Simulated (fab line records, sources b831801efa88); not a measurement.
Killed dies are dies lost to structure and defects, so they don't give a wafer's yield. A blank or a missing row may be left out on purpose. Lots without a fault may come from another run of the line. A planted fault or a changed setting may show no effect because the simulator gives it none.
Chamber matching | flow sky130 | SKY_METAL3_ETCH_17 on rie_diel-03: 4 sister chambers
The step etches SiO2 in C4F8/O2/Ar, stops on TiN, time 3.9 s, target depth 15 nm. 4 wafers are shown with their chamber, then 9 later ones without.

WAFERS WITH THEIR CHAMBER
wafer  | chamber | oes_product_au (a.u.)
L089.3 | 3       | 0.755
L089.4 | 0       | 0.756
L090.4 | 2       | 0.753
L090.5 | 1       | 0.746

WAFERS WITHOUT THEIR CHAMBER
wafer  | oes_product_au (a.u.)
L093.3 | 0.754
L093.4 | 0.758
L093.6 | 0.757
L094.1 | 0.755
L094.3 | 0.740
L094.6 | 0.763
L095.2 | 0.761
L095.3 | 0.748
L095.4 | 0.752

WHICH CHAMBER EACH WENT THROUGH
wafer  | from the rows above               | in truth
L093.3 | can't be placed: 2 or 3 or 0 or 1 | 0
L093.4 | can't be placed: 0 or 3 or 2      | 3
L093.6 | can't be placed: 0 or 3 or 2      | 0
L094.1 | can't be placed: 3 or 0 or 2      | 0
L094.3 | can't be placed: 1 or 2           | 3
L094.6 | can't be placed: 0 or 3 or 2      | 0
L095.2 | can't be placed: 0 or 3 or 2      | 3
L095.3 | can't be placed: 1 or 2 or 3 or 0 | 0
L095.4 | can't be placed: 2 or 3 or 0 or 1 | 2
Placed correctly: 0 of 9. Can't be placed from these rows: 9 (the true chamber is among the candidates in 8). Placed wrongly: 0.
How it was worked out, from the rows above alone: a wafer's distance from a chamber is the root of the sum, over the readings, of the square of ((its reading less the chamber's mean) divided by the reading's scatter). The wafer belongs to the nearest chamber; if the next one is less than 2 further off, it can't be placed. A chamber's mean is the mean of its shown wafers. The scatter: with one shown wafer a chamber, the root of the mean of the squares of how far each hidden wafer lies from its nearest shown one.
